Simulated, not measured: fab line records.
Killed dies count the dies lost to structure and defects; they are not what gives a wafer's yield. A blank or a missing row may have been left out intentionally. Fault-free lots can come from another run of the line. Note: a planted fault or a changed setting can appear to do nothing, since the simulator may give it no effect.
Chamber matching -- flow sky130 -- rie-diel-02 running SKY_POLY_GATE_ETCH_16: 4 sister chambers
The step etches Si3N4 in CH3F/O2, stops on poly-Si, time 147.5 s, target depth 75 nm. 7 wafers are shown with their chamber, then 7 later ones without.

## WAFERS PAIRED WITH THEIR CHAMBERS
wafer,chamber,drypump-motor-current-A (A),oes-product-au (a.u.)
L082.6,3,5.4,0.647
L085.1,1,5.1,0.636
L085.2,2,6.4,0.639
L090.1,1,5.2,0.645
L090.6,0,5.9,0.645
L094.1,0,5.9,0.635
L094.5,2,6.3,0.641

## WAFERS WHOSE CHAMBER IS MISSING
wafer,drypump-motor-current-A (A),oes-product-au (a.u.)
L094.6,5.2,0.644
L095.3,5.4,0.646
L095.4,5.2,0.644
L095.5,5.4,0.644
L096.2,5.4,0.642
L096.3,5.1,0.631
L096.4,6.3,0.638

## WHICH CHAMBER EACH WENT THROUGH
wafer,from the rows above,in truth
L094.6,1,1
L095.3,3,3
L095.4,1,1
L095.5,3,3
L096.2,3,3
L096.3,1,1
L096.4,2,2
Correct placement for 7 of the 7. Left unplaced by these rows: 0. Number placed wrongly: 0.
How it was worked out, from the rows above alone: a wafer's distance from a chamber is the root of the sum, over the readings, of the square of ((its reading less the chamber's mean) divided by the reading's scatter). If the next closest chamber is less than 2 further off than the closest, the wafer can't be placed; otherwise it belongs to the closest. For every chamber, the mean is computed from those of its wafers that are shown. The scatter: take each reading less its chamber's mean, square it, sum over the shown wafers, divide by the number of wafers less the number of chambers, and take the root.
